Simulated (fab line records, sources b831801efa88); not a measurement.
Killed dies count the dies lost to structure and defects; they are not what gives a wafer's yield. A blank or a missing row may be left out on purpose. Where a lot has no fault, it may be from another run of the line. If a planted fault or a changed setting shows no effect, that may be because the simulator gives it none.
fab line records ; flow sky130
record: lots: 5; wafers: 23
route steps=708 shown LI_CONTACT@383 LOCAL_INTERCONNECT@395 CONTACT@430 METAL1@444 VIA1@460
start_h: hours from the record's first day to the start of the lot's first wafer shown ; wait_h: hours elapsed since this lot's preceding step ; " as in the row above ; L1.1+2: a row that stands for several wafers ; - value missing, or start not given ; * or withheld: withheld ; < > ~ a bound
route shown NAME@n: NAME is a module with steps in the file, n the number in the route of the first one ; usual: mean/standard deviation of fault-free wafers ; same: alike in all rows ; chamber/n: place in a boat ; sites: readings site by site ; _std_site: standard deviation across them ; _edge_site: inner sites' mean taken away from outer sites' mean ; radius_mm: how far each site lies from the wafer's centre ; mask NAME#n: copy n ; behind: the tool/chamber that last shaped the wafer ; hold: what put the lot on hold/how long, in hours/how the hold closed ; device: the transistor (n, p or np) that didn't switch ; end of line: at the end of the route, the tests of the same wafers ; for a step that has no rows: nothing shown but its recipe ; killed: not the wafer's yield, but the dies lost to structure and defects at the first sort ; map: shows each die of a wafer: x if killed, . if not, _ if none is there
set.NAME: the setting the step ran with; set.NAME@STEP: the setting that earlier step ran with ; model.NAME: the simulator's own value behind a step, which no gauge read
lots with deliberately changed settings; one table per step, one row per wafer
== steps ==
step: SKY_LI_CONTACT_CVD_21
recipe: material: W; target_thk_nm: 400; time_s: 120.56; temp_c: 400; pressure_torr: 40
lot.wafer;tool;chamber;start_h;wait_h;set.temp_c;model.W_of_LI_CONTACT_CVD_21.thk_nm
L074.1;cvd_w-01;0;713.62;0.0;390.7;338.9
L074.3;cvd_w-01;0;713.62;0.0;390.7;339.5
L074.4;cvd_w-01;1;713.62;0.0;400;400.8
L074.5;cvd_w-01;1;713.62;0.0;390.7;339.3
L074.6;cvd_w-01;0;713.62;0.0;400;401.4
L079.4;cvd_w-01;1;718.83;0.0;400;397.3
L079.5;cvd_w-01;0;718.83;0.0;400;400.2
L079.6;cvd_w-01;1;718.83;0.0;400;402.5
L082.1;cvd_w-02;1;735.66;0.0;400;391.9
L082.2;cvd_w-02;0;735.66;0.0;400;397.9
L082.4;cvd_w-02;0;735.66;0.0;400;396.2
L082.5;cvd_w-02;1;735.66;0.0;400;394.3
L082.6;cvd_w-02;0;735.66;0.0;400;392.8
L083.1;cvd_w-02;0;738.41;0.0;411.9;486.5
L083.2;cvd_w-02;0;738.41;0.0;400;394.5
L083.3;cvd_w-02;0;738.41;0.0;400;394.4
L083.4;cvd_w-02;0;738.41;0.0;400;396.6
L083.5;cvd_w-02;0;738.41;0.0;411.9;489.1
L084.1;cvd_w-01;1;743.88;0.0;400;400.8
L084.2;cvd_w-01;0;743.88;0.0;400;403.4
L084.3;cvd_w-01;0;743.88;0.0;400;406.5
L084.5;cvd_w-01;1;743.88;0.0;400;400.7
L084.6;cvd_w-01;0;743.88;0.0;400;408.1
step: SKY_LI_CONTACT_RS_MEAS_22
recipe: thk_meas_gauge: four-point-probe; reads: W_of_LI_CONTACT_CVD_21+TiN_of_LI_CONTACT_SPUTTER_20+Ti_of_LI_CONTACT_SPUTTER_19
usual: LI_CONTACT_W_RS: 0.2852/0.0029
lot.wafer;tool;chamber;start_h;wait_h;set.temp_c@LI_CONTACT_CVD_21;LI_CONTACT_W_RS[ohm/sq]
L074.1;film_metro-03;-;713.75;0.1;390.7;0.3361
L074.3;film_metro-03;-;713.75;0.1;390.7;0.3354
L074.4;film_metro-03;-;713.75;0.1;400;0.2838
L074.5;film_metro-03;-;713.75;0.1;390.7;0.3352
L074.6;film_metro-03;-;713.75;0.1;400;0.2833
L079.4;film_metro-03;-;718.98;0.1;400;0.2864
L079.5;film_metro-03;-;718.98;0.1;400;0.2847
L079.6;film_metro-03;-;718.98;0.1;400;0.2831
L082.1;film_metro-02;-;735.78;0.1;400;0.2899
L082.2;film_metro-02;-;735.78;0.1;400;0.2857
L082.4;film_metro-02;-;735.78;0.1;400;0.2875
L082.5;film_metro-02;-;735.78;0.1;400;0.2882
L082.6;film_metro-02;-;735.78;0.1;400;0.2890
L083.1;film_metro-04;-;738.66;0.2;411.9;0.2342
L083.2;film_metro-04;-;738.66;0.2;400;0.2887
L083.3;film_metro-04;-;738.66;0.2;400;0.2882
L083.4;film_metro-04;-;738.66;0.2;400;0.2869
L083.5;film_metro-04;-;738.66;0.2;411.9;0.2327
L084.1;film_metro-02;-;744.00;0.1;400;0.2837
L084.2;film_metro-02;-;744.00;0.1;400;0.2814
L084.3;film_metro-02;-;744.00;0.1;400;0.2797
L084.5;film_metro-02;-;744.00;0.1;400;0.2840
L084.6;film_metro-02;-;744.00;0.1;400;0.2780
step: SKY_LI_CONTACT_THK_MEAS_23
recipe: thk_meas_gauge: xrf; reads: W_of_LI_CONTACT_CVD_21
usual: LI_CONTACT_W_THK: 397/6.1
lot.wafer;tool;chamber;start_h;wait_h;set.temp_c@LI_CONTACT_CVD_21;LI_CONTACT_W_THK[nm]
L074.1;film_metro-03;-;713.87;0.1;390.7;333
L074.3;film_metro-03;-;713.87;0.1;390.7;336
L074.4;film_metro-03;-;713.87;0.1;400;397
L074.5;film_metro-03;-;713.87;0.1;390.7;334
L074.6;film_metro-03;-;713.87;0.1;400;394
L079.4;film_metro-03;-;719.07;0.1;400;387
L079.5;film_metro-03;-;719.07;0.1;400;393
L079.6;film_metro-03;-;719.07;0.1;400;397
L082.1;film_metro-02;-;735.90;0.1;400;390
L082.2;film_metro-02;-;735.90;0.1;400;394
L082.4;film_metro-02;-;735.90;0.1;400;390
L082.5;film_metro-02;-;735.90;0.1;400;388
L082.6;film_metro-02;-;735.90;0.1;400;385
L083.1;film_metro-04;-;738.78;0.1;411.9;492
L083.2;film_metro-04;-;738.78;0.1;400;397
L083.3;film_metro-04;-;738.78;0.1;400;399
L083.4;film_metro-04;-;738.78;0.1;400;400
L083.5;film_metro-04;-;738.78;0.1;411.9;495
L084.1;film_metro-02;-;744.12;0.1;400;397
L084.2;film_metro-02;-;744.12;0.1;400;402
L084.3;film_metro-02;-;744.12;0.1;400;403
L084.5;film_metro-02;-;744.12;0.1;400;398
L084.6;film_metro-02;-;744.12;0.1;400;403
step: SKY_LOCAL_INTERCONNECT_EXPOSE_08
recipe: mask_id: LI1M; na: 0.8; source_shape: annular; sigma_inner: 0.55; sigma_outer: 0.85; target_cd_nm: 170; dose_mj: 28
lot.wafer;tool;chamber;start_h;wait_h;mask;set.dose_mj
L074.1+5+6;krf_scanner-01;0;-;-;LI1M#0;28
L074.3+4;krf_scanner-01;0;-;-;LI1M#0;29.98
L079.4+5+6;krf_scanner-01;0;-;-;LI1M#0;28
L082.1+2+4+5+6;krf_scanner-02;0;-;-;LI1M#0;28
L083.1+2+4;krf_scanner-01;0;-;-;LI1M#0;28
L083.3+5;krf_scanner-01;0;-;-;LI1M#0;28.59
L084.1+5+6;krf_scanner-02;0;-;-;LI1M#0;28
L084.2+3;krf_scanner-02;0;-;-;LI1M#0;26.64
step: SKY_LOCAL_INTERCONNECT_PEB_09
recipe: peb_temp_c: withheld; peb_time_s: withheld; resist: KrF-thick
step: SKY_LOCAL_INTERCONNECT_DEVELOP_10
recipe: develop_time_s: 60; resist: KrF-thick; dev_temp_c: 21
step: SKY_LOCAL_INTERCONNECT_CD_MEAS_11
recipe: target_cd_nm: 170
usual: cd_nm: 169.3/1.3
lot.wafer;tool;chamber;start_h;wait_h;set.dose_mj@LOCAL_INTERCONNECT_EXPOSE_08;cd_nm
L074.1;cd_sem-02;-;741.18;-;28;168.0
L074.3;cd_sem-02;-;741.18;-;29.98;154.4
L074.4;cd_sem-02;-;741.18;-;29.98;153.0
L074.5;cd_sem-02;-;741.18;-;28;167.7
L074.6;cd_sem-02;-;741.18;-;28;167.7
L079.4;cd_sem-02;-;745.95;-;28;168.4
L079.5;cd_sem-02;-;745.95;-;28;168.8
L079.6;cd_sem-02;-;745.95;-;28;170.2
L082.1;cd_sem-01;-;763.88;-;28;168.9
L082.2;cd_sem-01;-;763.88;-;28;168.8
L082.4;cd_sem-01;-;763.88;-;28;168.5
L082.5;cd_sem-01;-;763.88;-;28;170.3
L082.6;cd_sem-01;-;763.88;-;28;169.2
L083.1;cd_sem-01;-;766.53;-;28;169.1
L083.2;cd_sem-01;-;766.53;-;28;169.8
L083.3;cd_sem-01;-;766.53;-;28.59;166.2
L083.4;cd_sem-01;-;766.53;-;28;171.7
L083.5;cd_sem-01;-;766.53;-;28.59;167.1
L084.1;cd_sem-01;-;771.68;-;28;168.5
L084.2;cd_sem-01;-;771.68;-;26.64;178.3
L084.3;cd_sem-01;-;771.68;-;26.64;179.6
L084.5;cd_sem-01;-;771.68;-;28;168.9
L084.6;cd_sem-01;-;771.68;-;28;169.3
step: SKY_LOCAL_INTERCONNECT_ETCH_13
recipe: chemistry: N2/H2; target: BARC; ion_energy_ev: 200; bias_w: 100; pressure_mtorr: 30; n2_flow_sccm: 100; h2_flow_sccm: 200; icp_w: 500; stop_on: SiO2; time_s: 45.9; target_depth_a: 600
lot.wafer;tool;chamber;start_h;wait_h;set.ion_energy_ev;set.dose_mj@LOCAL_INTERCONNECT_EXPOSE_08;model.LOCAL_INTERCONNECT.cd_nm
L074.1;rie_metal-01;1;741.33;0.0;200;28;168
L074.3;rie_metal-01;1;741.33;0.0;223.4;29.98;154.1
L074.4;rie_metal-01;0;741.33;0.0;223.4;29.98;153.4
L074.5;rie_metal-01;0;741.33;0.0;223.4;28;168.2
L074.6;rie_metal-01;1;741.33;0.0;200;28;167.4
L079.4;rie_metal-04;1;746.10;0.1;200;28;169
L079.5;rie_metal-04;1;746.10;0.1;200;28;168.9
L079.6;rie_metal-04;1;746.10;0.1;200;28;170.6
L082.1;rie_metal-04;1;764.03;0.0;200;28;169.6
L082.2;rie_metal-04;0;764.03;0.0;200;28;167.1
L082.4;rie_metal-04;0;764.03;0.0;179.8;28;167
L082.5;rie_metal-04;1;764.03;0.0;200;28;170.6
L082.6;rie_metal-04;0;764.03;0.0;179.8;28;168.2
L083.1;rie_metal-01;0;766.68;0.0;200;28;169.3
L083.2;rie_metal-01;1;766.68;0.0;192.1;28;170.1
L083.3;rie_metal-01;0;766.68;0.0;192.1;28.59;165.8
L083.4;rie_metal-01;1;766.68;0.0;200;28;171.9
L083.5;rie_metal-01;0;766.68;0.0;200;28.59;166.3
L084.1;rie_metal-04;0;771.83;0.0;208.3;28;166.9
L084.2;rie_metal-04;1;771.83;0.0;200;26.64;178.8
L084.3;rie_metal-04;1;771.83;0.0;208.3;26.64;180.2
L084.5;rie_metal-04;0;771.83;0.0;208.3;28;167.2
L084.6;rie_metal-04;1;771.83;0.0;200;28;169.5
step: SKY_CONTACT_CVD_24
recipe: material: W; target_thk_nm: 340; time_s: 102.12; temp_c: 400; pressure_torr: 40
lot.wafer;tool;chamber;start_h;wait_h;set.pressure_torr;model.W_of_CONTACT_CVD_24.thk_nm
L074.1;cvd_w-01;1;770.56;0.0;40;340.7
L074.3;cvd_w-01;1;770.56;0.0;40;336.2
L074.4;cvd_w-01;0;770.56;0.0;40;341
L074.5;cvd_w-01;1;770.56;0.0;40;342.1
L074.6;cvd_w-01;0;770.56;0.0;40;340
L079.4;cvd_w-01;0;776.04;0.1;40;338
L079.5;cvd_w-01;1;776.04;0.1;40;332.5
L079.6;cvd_w-01;0;776.04;0.1;40;331.4
L082.1;cvd_w-02;1;793.53;0.0;35.24;317.7
L082.2;cvd_w-02;0;793.53;0.0;35.24;315.5
L082.4;cvd_w-02;1;793.53;0.0;35.24;316.6
L082.5;cvd_w-02;1;793.53;0.0;35.24;317.6
L082.6;cvd_w-02;0;793.53;0.0;35.24;315.3
L083.1;cvd_w-02;1;794.80;0.0;34.7;313.6
L083.2;cvd_w-02;0;794.80;0.0;34.7;316.4
L083.3;cvd_w-02;1;794.80;0.0;34.7;311.6
L083.4;cvd_w-02;0;794.80;0.0;34.7;313.7
L083.5;cvd_w-02;0;794.80;0.0;34.7;310.6
L084.1;cvd_w-02;1;800.80;0.0;42.79;352.9
L084.2;cvd_w-02;0;800.80;0.0;42.79;350.3
L084.3;cvd_w-02;0;800.80;0.0;42.79;351.5
L084.5;cvd_w-02;0;800.80;0.0;42.79;354.8
L084.6;cvd_w-02;1;800.80;0.0;42.79;349.9
step: SKY_CONTACT_RS_MEAS_25
recipe: thk_meas_gauge: four-point-probe; reads: W_of_CONTACT_CVD_24+TiN_of_CONTACT_SPUTTER_23
usual: CONTACT_W_RS: 0.340/0.0033
lot.wafer;tool;chamber;start_h;wait_h;set.pressure_torr@CONTACT_CVD_24;CONTACT_W_RS[ohm/sq]
L074.1;film_metro-03;-;770.67;0.1;40;0.336
L074.3;film_metro-03;-;770.67;0.1;40;0.342
L074.4;film_metro-03;-;770.67;0.1;40;0.337
L074.5;film_metro-03;-;770.67;0.1;40;0.336
L074.6;film_metro-03;-;770.67;0.1;40;0.338
L079.4;film_metro-03;-;776.18;0.1;40;0.339
L079.5;film_metro-03;-;776.18;0.1;40;0.346
L079.6;film_metro-03;-;776.18;0.1;40;0.347
L082.1;film_metro-01;-;793.64;0.1;35.24;0.361
L082.2;film_metro-01;-;793.64;0.1;35.24;0.364
L082.4;film_metro-01;-;793.64;0.1;35.24;0.363
L082.5;film_metro-01;-;793.64;0.1;35.24;0.361
L082.6;film_metro-01;-;793.64;0.1;35.24;0.364
L083.1;film_metro-03;-;794.91;0.1;34.7;0.367
L083.2;film_metro-03;-;794.91;0.1;34.7;0.363
L083.3;film_metro-03;-;794.91;0.1;34.7;0.369
L083.4;film_metro-03;-;794.91;0.1;34.7;0.365
L083.5;film_metro-03;-;794.91;0.1;34.7;0.370
L084.1;film_metro-03;-;800.91;0.1;42.79;0.325
L084.2;film_metro-03;-;800.91;0.1;42.79;0.327
L084.3;film_metro-03;-;800.91;0.1;42.79;0.326
L084.5;film_metro-03;-;800.91;0.1;42.79;0.324
L084.6;film_metro-03;-;800.91;0.1;42.79;0.328
step: SKY_CONTACT_THK_MEAS_26
recipe: thk_meas_gauge: xrf; reads: W_of_CONTACT_CVD_24
usual: CONTACT_W_THK: 336/3.9
lot.wafer;tool;chamber;start_h;wait_h;set.pressure_torr@CONTACT_CVD_24;CONTACT_W_THK[nm]
L074.1;film_metro-03;-;770.79;0.1;40;339
L074.3;film_metro-03;-;770.79;0.1;40;334
L074.4;film_metro-03;-;770.79;0.1;40;340
L074.5;film_metro-03;-;770.79;0.1;40;342
L074.6;film_metro-03;-;770.79;0.1;40;339
L079.4;film_metro-03;-;776.27;0.1;40;338
L079.5;film_metro-03;-;776.27;0.1;40;331
L079.6;film_metro-03;-;776.27;0.1;40;329
L082.1;film_metro-01;-;793.76;0.1;35.24;320
L082.2;film_metro-01;-;793.76;0.1;35.24;318
L082.4;film_metro-01;-;793.76;0.1;35.24;315
L082.5;film_metro-01;-;793.76;0.1;35.24;321
L082.6;film_metro-01;-;793.76;0.1;35.24;317
L083.1;film_metro-03;-;795.03;0.1;34.7;313
L083.2;film_metro-03;-;795.03;0.1;34.7;314
L083.3;film_metro-03;-;795.03;0.1;34.7;309
L083.4;film_metro-03;-;795.03;0.1;34.7;311
L083.5;film_metro-03;-;795.03;0.1;34.7;311
L084.1;film_metro-03;-;801.03;0.1;42.79;347
L084.2;film_metro-03;-;801.03;0.1;42.79;347
L084.3;film_metro-03;-;801.03;0.1;42.79;349
L084.5;film_metro-03;-;801.03;0.1;42.79;352
L084.6;film_metro-03;-;801.03;0.1;42.79;348
step: SKY_METAL1_COAT_10
recipe: resist: KrF-thick; spin_rpm: 3000; resist_thk_nm: 450
lot.wafer;tool;chamber;start_h;wait_h;set.resist_thk_nm;model.KrF-thick_of_METAL1_COAT_10.thk_nm
L074.1;litho_track-02;0;-;-;459.5;458.7
L074.3+6;litho_track-02;0;-;-;450;-
L074.4;litho_track-02;0;-;-;450;448.3
L074.5;litho_track-02;0;-;-;459.5;458.5
L079.4;litho_track-04;0;-;-;450;450.5
L079.5;litho_track-04;0;-;-;450;448.9
L079.6;litho_track-04;0;-;-;450;450.9
L082.1;litho_track-02;0;-;-;440.1;441.5
L082.2;litho_track-02;0;-;-;440.1;439.9
L082.4;litho_track-02;0;-;-;450;450.1
L082.5;litho_track-02;0;-;-;450;451.4
L082.6;litho_track-02;0;-;-;440.1;441.6
L083.1;litho_track-04;0;-;-;425.4;424.4
L083.2+5;litho_track-04;0;-;-;450;449.3
L083.3;litho_track-04;0;-;-;425.4;424.1
L083.4;litho_track-04;0;-;-;425.4;424.5
L084.1;litho_track-02;0;-;-;450;452.4
L084.2;litho_track-02;0;-;-;450;450.4
L084.3;litho_track-02;0;-;-;472.6;474.5
L084.5;litho_track-02;0;-;-;450;450.7
L084.6;litho_track-02;0;-;-;472.6;473
step: SKY_METAL1_DEVELOP_14
recipe: develop_time_s: 60; resist: KrF-thick; dev_temp_c: 21
lot.wafer;tool;chamber;start_h;wait_h;set.dev_temp_c
L074.1+6;litho_track-03;0;-;-;21
L074.3+4+5;litho_track-03;0;-;-;17.53
L079.4+5+6;litho_track-03;0;-;-;21
L082.1+6;litho_track-02;0;-;-;19.9
L082.2+4+5;litho_track-02;0;-;-;21
L083.1+2+5;litho_track-03;0;-;-;21
L083.3+4;litho_track-03;0;-;-;19.79
L084.1+5;litho_track-02;0;-;-;21
L084.2+3+6;litho_track-02;0;-;-;17.4
step: SKY_METAL1_CD_MEAS_15
recipe: target_cd_nm: 140
usual: cd_nm: 139.8/1.3
lot.wafer;tool;chamber;start_h;wait_h;set.dev_temp_c@METAL1_DEVELOP_14;cd_nm
L074.1;cd_sem-02;-;796.99;-;21;141.0
L074.3;cd_sem-02;-;796.99;-;17.53;143.2
L074.4;cd_sem-02;-;796.99;-;17.53;142.8
L074.5;cd_sem-02;-;796.99;-;17.53;142.5
L074.6;cd_sem-02;-;796.99;-;21;139.8
L079.4;cd_sem-01;-;803.50;-;21;140.8
L079.5;cd_sem-01;-;803.50;-;21;141.3
L079.6;cd_sem-01;-;803.50;-;21;140.5
L082.1;cd_sem-02;-;820.56;-;19.9;141.3
L082.2;cd_sem-02;-;820.56;-;21;139.5
L082.4;cd_sem-02;-;820.56;-;21;140.6
L082.5;cd_sem-02;-;820.56;-;21;140.0
L082.6;cd_sem-02;-;820.56;-;19.9;141.7
L083.1;cd_sem-01;-;823.18;-;21;140.5
L083.2;cd_sem-01;-;823.18;-;21;140.4
L083.3;cd_sem-01;-;823.18;-;19.79;140.8
L083.4;cd_sem-01;-;823.18;-;19.79;140.9
L083.5;cd_sem-01;-;823.18;-;21;139.5
L084.1;cd_sem-02;-;827.06;-;21;143.3
L084.2;cd_sem-02;-;827.06;-;17.4;145.4
L084.3;cd_sem-02;-;827.06;-;17.4;145.4
L084.5;cd_sem-02;-;827.06;-;21;142.0
L084.6;cd_sem-02;-;827.06;-;17.4;145.6
step: SKY_METAL1_DESCUM_17
recipe: chemistry: O2; source_power_w: 150; bias_power_w: 0; pressure_mtorr: 10; temp_c: 40; time_s: 8
step: SKY_METAL1_ETCH_18
recipe: chemistry: N2/H2; target: BARC; ion_energy_ev: 200; bias_w: 100; pressure_mtorr: 30; n2_flow_sccm: 100; h2_flow_sccm: 200; icp_w: 500; stop_on: SiO2; time_s: 45.9; target_depth_a: 600
lot.wafer;tool;chamber;start_h;wait_h;set.resist_thk_nm@METAL1_COAT_10;model.KrF-thick_of_METAL1_COAT_10.thk_nm
L074.1+5;rie_metal-03;0;797.17;0.0;459.5;400.8
L074.3+6;rie_metal-03;0,1;797.17;0.0;450;-
L074.4;rie_metal-03;1;797.17;0.0;450;390.6
L079.4;rie_metal-04;1;803.64;0.0;450;392.5
L079.5;rie_metal-04;1;803.64;0.0;450;390.8
L079.6;rie_metal-04;0;803.64;0.0;450;394.3
L082.1+6;rie_metal-02;0,1;820.75;0.0;440.1;384.3
L082.2;rie_metal-02;1;820.75;0.0;440.1;382.5
L082.4;rie_metal-02;0;820.75;0.0;450;392.9
L082.5;rie_metal-02;0;820.75;0.0;450;394.2
L083.1;rie_metal-02;1;823.36;0.0;425.4;367.2
L083.2;rie_metal-02;0;823.36;0.0;450;391.8
L083.3;rie_metal-02;1;823.36;0.0;425.4;367.3
L083.4;rie_metal-02;0;823.36;0.0;425.4;367.7
L083.5;rie_metal-02;0;823.36;0.0;450;392.2
L084.1;rie_metal-04;0;827.25;0.0;450;395.4
L084.2;rie_metal-04;1;827.25;0.0;450;393.1
L084.3;rie_metal-04;0;827.25;0.0;472.6;417.6
L084.5;rie_metal-04;1;827.25;0.0;450;392.8
L084.6;rie_metal-04;0;827.25;0.0;472.6;416.2
step: SKY_METAL1_METAL_ETCH_19
recipe: target_depth_a: 3600; stop_on: SiO2; over_etch_frac: 0.3; time_s: 78; chemistry: Cl2/BCl3; resist_sidewall_deg: 88; pressure_mtorr: 10; icp_w: 900; bias_w: 48.5; Cl2_flow_sccm: 60; bcl3_flow_sccm: 30
step: SKY_METAL1_STRIP_20
recipe: chemistry: O2/N2; power_w: 1400; pressure_mtorr: 1500; platen_temp_c: withheld; o2_flow_sccm: 3000; n2_flow_sccm: 300; overash_fraction: 0.5
usual: strip_time_to_endpoint_s: 2.70/0.039
lot.wafer;tool;chamber;start_h;wait_h;set.resist_thk_nm@METAL1_COAT_10;strip_time_to_endpoint_s
L074.1;plasma_asher-02;0;797.33;0.1;459.5;2.78
L074.3;plasma_asher-02;0;797.33;0.1;450;2.67
L074.4;plasma_asher-02;1;797.33;0.1;450;2.66
L074.5;plasma_asher-02;0;797.33;0.1;459.5;2.77
L074.6;plasma_asher-02;1;797.33;0.1;450;2.70
L079.4;plasma_asher-03;0;803.81;0.1;450;2.66
L079.5;plasma_asher-03;0;803.81;0.1;450;2.62
L079.6;plasma_asher-03;1;803.81;0.1;450;2.74
L082.1;plasma_asher-04;1;820.90;0.1;440.1;2.61
L082.2;plasma_asher-04;0;820.90;0.1;440.1;2.59
L082.4;plasma_asher-04;1;820.90;0.1;450;2.71
L082.5;plasma_asher-04;1;820.90;0.1;450;2.69
L082.6;plasma_asher-04;0;820.90;0.1;440.1;2.62
L083.1;plasma_asher-03;0;823.52;0.1;425.4;2.46
L083.2;plasma_asher-03;1;823.52;0.1;450;2.70
L083.3;plasma_asher-03;0;823.52;0.1;425.4;2.48
L083.4;plasma_asher-03;1;823.52;0.1;425.4;2.47
L083.5;plasma_asher-03;0;823.52;0.1;450;2.70
L084.1;plasma_asher-04;0;827.40;0.1;450;2.78
L084.2;plasma_asher-04;1;827.40;0.1;450;2.70
L084.3;plasma_asher-04;1;827.40;0.1;472.6;3.01
L084.5;plasma_asher-04;1;827.40;0.1;450;2.71
L084.6;plasma_asher-04;0;827.40;0.1;472.6;3.00
step: SKY_VIA1_CMP_02
recipe: material: SiO2; down_force_psi: 4; platen_rpm: 60; pad_velocity_m_s: 0.94248
lot.wafer;tool;chamber;start_h;wait_h;set.leave_above_ref_nm;model.SiO2_of_VIA1_HDPCVD_00.thk_nm
L074.3;cmp-01;3;798.22;0.1;325;323.9
L074.1;cmp-01;0;798.22;0.1;345;343.6
L074.4;cmp-01;1;798.22;0.1;345;344.9
L074.6;cmp-01;2;798.22;0.1;345;-
L074.5;cmp-01;3;798.22;0.1;325;-
L079.4;cmp-01;0;804.69;0.1;345;344.1
L079.6;cmp-01;2;804.69;0.1;345;347
L079.5;cmp-01;3;804.69;0.1;345;345.5
L082.2;cmp-02;3;821.73;0.0;359.5;361.4
L082.1;cmp-02;1;821.73;0.0;359.5;360.7
L082.4;cmp-02;2;821.73;0.0;345;345.5
L082.5;cmp-02;3;821.73;0.0;359.5;360.3
L082.6;cmp-02;0;821.73;0.0;345;343.3
L083.2+3;cmp-01;2,1;824.33;0.0;345;-
L083.1;cmp-01;3;824.33;0.0;345;345.5
L083.4;cmp-01;0;824.33;0.0;358;-
L083.5;cmp-01;3;824.33;0.0;358;358.7
L084.3;cmp-02;3;828.20;0.0;345;346.4
L084.1;cmp-02;1;828.20;0.0;345;345.3
L084.2+6;cmp-02;2,0;828.20;0.0;320.6;320.4
L084.5;cmp-02;3;828.20;0.0;320.6;321.4
== key ==
split: step: SKY_LI_CONTACT_CVD_21; setting: temp_c; stated: 400; by: wafer
response: step: SKY_LI_CONTACT_CVD_21; reading: model.W_of_LI_CONTACT_CVD_21.thk_nm; change: +29.4; per: 1%; r: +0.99
response: step: SKY_LI_CONTACT_RS_MEAS_22; reading: LI_CONTACT_W_RS; change: -0.0199; per: 1%; r: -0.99
response: step: SKY_LI_CONTACT_THK_MEAS_23; reading: LI_CONTACT_W_THK; change: +29.8; per: 1%; r: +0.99
split: step: SKY_LOCAL_INTERCONNECT_EXPOSE_08; setting: dose_mj; stated: 28; by: wafer
response: step: SKY_LOCAL_INTERCONNECT_CD_MEAS_11; reading: cd_nm; change: -2; per: 1%; r: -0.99
response: step: SKY_LOCAL_INTERCONNECT_ETCH_13; reading: model.LOCAL_INTERCONNECT.cd_nm; change: -2.12; per: 1%; r: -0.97
split: step: SKY_LOCAL_INTERCONNECT_ETCH_13; setting: ion_energy_ev; stated: 200; by: wafer
response none clear
split: step: SKY_CONTACT_CVD_24; setting: pressure_torr; stated: 40; by: lot
response: step: SKY_CONTACT_CVD_24; reading: model.W_of_CONTACT_CVD_24.thk_nm; change: +1.88; per: 1%; r: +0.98
response: step: SKY_CONTACT_RS_MEAS_25; reading: CONTACT_W_RS; change: -0.00199; per: 1%; r: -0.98
response: step: SKY_CONTACT_THK_MEAS_26; reading: CONTACT_W_THK; change: +1.72; per: 1%; r: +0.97
split: step: SKY_METAL1_COAT_10; setting: resist_thk_nm; stated: 450; by: wafer
response: step: SKY_METAL1_COAT_10; reading: model.KrF-thick_of_METAL1_COAT_10.thk_nm; change: +4.54; per: 1%; r: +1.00
response: step: SKY_METAL1_ETCH_18; reading: model.KrF-thick_of_METAL1_COAT_10.thk_nm; change: +4.56; per: 1%; r: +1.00
response: step: SKY_METAL1_STRIP_20; reading: strip_time_to_endpoint_s; change: *; per: 1%; r: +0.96
split: step: SKY_METAL1_DEVELOP_14; setting: dev_temp_c; stated: 21; by: wafer
response: step: SKY_METAL1_CD_MEAS_15; reading: cd_nm; change: -0.16; per: 1%; r: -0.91
split: step: SKY_VIA1_CMP_02; setting: leave_above_ref_nm; stated: 345; by: wafer
response: step: SKY_VIA1_CMP_02; reading: model.SiO2_of_VIA1_HDPCVD_00.thk_nm; change: +3.6; per: 1%; r: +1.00
